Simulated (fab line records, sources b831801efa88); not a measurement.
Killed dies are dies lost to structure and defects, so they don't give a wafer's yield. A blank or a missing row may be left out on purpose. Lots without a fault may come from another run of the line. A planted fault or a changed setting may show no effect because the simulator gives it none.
Chamber matching | flow gf180mcu | GF_V2_CMP_04 on cmp-02: 4 sister chambers
The step polishes SiO2. 14 wafers are shown with their chamber, then 7 later ones without.

WAFERS WITH THEIR CHAMBER
wafer  | chamber | motor_current_A (A) | time_to_endpoint_s (s) | edge_zone_pressure_frac
L584.1 | 0       | 9.9                 | 83                     | 0.992
L584.2 | 3       | 10.5                | 73                     | 1.006
L584.3 | 2       | 12.6                | 79                     | 1.002
L585.1 | 2       | 13.4                | 83                     | 1.001
L585.2 | 1       | 14.0                | 72                     | 1.004
L585.6 | 1       | 13.5                | 82                     | 1.004
L587.1 | 2       | 13.3                | 74                     | 0.995
L587.2 | 3       | 10.5                | 77                     | 1.005
L587.5 | 2       | 13.3                | 80                     | 1.001
L598.2 | 3       | 10.0                | 76                     | 0.991
L598.3 | 2       | 13.2                | 75                     | 1.002
L598.4 | 0       | 9.4                 | 87                     | 1.000
L599.1 | 0       | 9.5                 | 82                     | 0.995
L599.2 | 2       | 13.9                | 87                     | 0.992

SIGNATURES (means of the wafers above)
reading                 | chamber 0 | chamber 1 | chamber 2 | chamber 3 | scatter within a chamber
motor_current_A         | 9.600     | 13.750    | 13.283    | 10.333    | 0.361
time_to_endpoint_s      | 84.00     | 77.00     | 79.67     | 75.33     | 4.38
edge_zone_pressure_frac | 0.99567   | 1.00400   | 0.99883   | 1.00067   | 0.00514
Rule: a wafer's distance from a chamber is the root of the sum, over the readings, of the square of ((its reading less the chamber's mean) divided by the reading's scatter). The wafer belongs to the nearest chamber; if the next one is less than 2 further off, it can't be placed. The scatter: the root of (the sum of the squares of (reading less its chamber's mean) over the shown wafers, divided by (wafers less chambers)).

WAFERS WITHOUT THEIR CHAMBER
wafer  | motor_current_A (A) | time_to_endpoint_s (s) | edge_zone_pressure_frac
L599.5 | 9.9                 | 81                     | 1.001
L600.2 | 13.3                | 67                     | 0.995
L600.5 | 9.7                 | 76                     | 1.003
L600.6 | 14.5                | 77                     | 0.993
L605.1 | 10.9                | 65                     | 1.004
L605.4 | 9.5                 | 78                     | 0.999
L605.6 | 13.1                | 81                     | 1.004

WHICH CHAMBER EACH WENT THROUGH
wafer  | from the rows above     | in truth
L599.5 | can't be placed: 0 or 3 | 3
L600.2 | can't be placed: 2 or 1 | 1
L600.5 | can't be placed: 3 or 0 | 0
L600.6 | can't be placed: 1 or 2 | 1
L605.1 | 3                       | 3
L605.4 | can't be placed: 0 or 3 | 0
L605.6 | can't be placed: 2 or 1 | 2
Placed correctly: 1 of 7. Can't be placed from these rows: 6 (the true chamber is among the candidates in 6). Placed wrongly: 0.
